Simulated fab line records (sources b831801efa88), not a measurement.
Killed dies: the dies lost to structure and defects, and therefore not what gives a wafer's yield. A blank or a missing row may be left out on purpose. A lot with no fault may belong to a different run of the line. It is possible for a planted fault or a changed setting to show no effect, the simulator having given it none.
Chamber matching ; flow sky130 ; SKY_FIELD_ISO_ETCH_17 on rie-si-01 has 4 sister chambers
The step etches Si in HBr/Cl2/O2, target depth 342 nm, time 97.7 s. 30 wafers are shown with their chamber, then 12 later ones without.

== WAFERS WITH THEIR CHAMBER ==
wafer;chamber;throttle-valve-pct (%);oes-product-au (a.u.)
L074.2;0;25.645;0.983
L074.4;3;25.668;1.003
L074.5;3;25.664;0.997
L076.3;2;25.669;1.002
L076.4;1;25.663;1.007
L076.6;1;25.660;0.990
L077.1;2;25.664;0.994
L077.2;1;25.656;0.999
L077.3;3;25.649;1.006
L077.4;0;25.661;1.003
L077.5;0;25.647;1.005
L077.6;3;25.656;1.006
L079.3;2;25.659;0.998
L079.4;1;25.665;0.996
L079.5;2;25.661;0.997
L081.2;1;25.657;0.990
L081.3;3;25.657;1.015
L081.4;2;25.658;0.999
L083.1;2;25.660;1.000
L083.4;0;25.651;1.003
L083.5;0;25.651;1.009
L086.2;0;25.663;1.008
L086.3;1;25.665;0.996
L086.6;0;25.650;0.995
L088.3;1;25.672;1.005
L088.5;2;25.657;0.996
L088.6;3;25.650;1.008
L090.1;3;25.653;0.997
L090.5;0;25.660;1.003
L090.6;1;25.675;0.990

SIGNATURES (means of the wafers above)
reading;chamber 0;chamber 1;chamber 2;chamber 3;scatter within a chamber
throttle-valve-pct;25.65350;25.66412;25.66114;25.65671;0.00635
oes-product-au;1.00113;0.99662;0.99800;1.00457;0.00651
Rule: a wafer's distance from a chamber is the root of the sum, over the readings, of the square of ((its reading less the chamber's mean) divided by the reading's scatter). The wafer belongs to the nearest chamber; if the next one is less than 2 further off, it can't be placed. How the scatter is found: for the shown wafers, subtract from each reading the mean of its chamber, square and add these, divide the total by (wafers less chambers), then take the root.

== WAFERS WHOSE CHAMBER IS MISSING ==
wafer;throttle-valve-pct (%);oes-product-au (a.u.)
L091.2;25.647;1.006
L091.4;25.641;1.007
L091.6;25.667;0.993
L092.1;25.664;1.004
L092.4;25.643;1.004
L092.5;25.649;1.011
L094.1;25.670;0.989
L094.2;25.665;1.003
L094.4;25.653;1.002
L096.1;25.657;1.002
L096.4;25.662;1.013
L096.6;25.651;1.011

== CHAMBER TAKEN BY EACH ==
wafer;from the rows above;in truth
L091.2;can't be placed: 0 or 3 or 2 or 1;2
L091.4;can't be placed: 0 or 3 or 2 or 1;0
L091.6;can't be placed: 1 or 2 or 3 or 0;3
L092.1;can't be placed: 2 or 1 or 3 or 0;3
L092.4;can't be placed: 0 or 3 or 2 or 1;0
L092.5;can't be placed: 3 or 0 or 2 or 1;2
L094.1;can't be placed: 1 or 2 or 3 or 0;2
L094.2;can't be placed: 2 or 1 or 3 or 0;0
L094.4;can't be placed: 0 or 3 or 2 or 1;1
L096.1;can't be placed: 3 or 0 or 2 or 1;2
L096.4;can't be placed: 3 or 0 or 2 or 1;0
L096.6;can't be placed: 3 or 0 or 2 or 1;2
Correct placement for 0 of the 12. Unplaceable from these rows: 12, with the true chamber sitting among the candidates in 12. 0 placed wrongly.
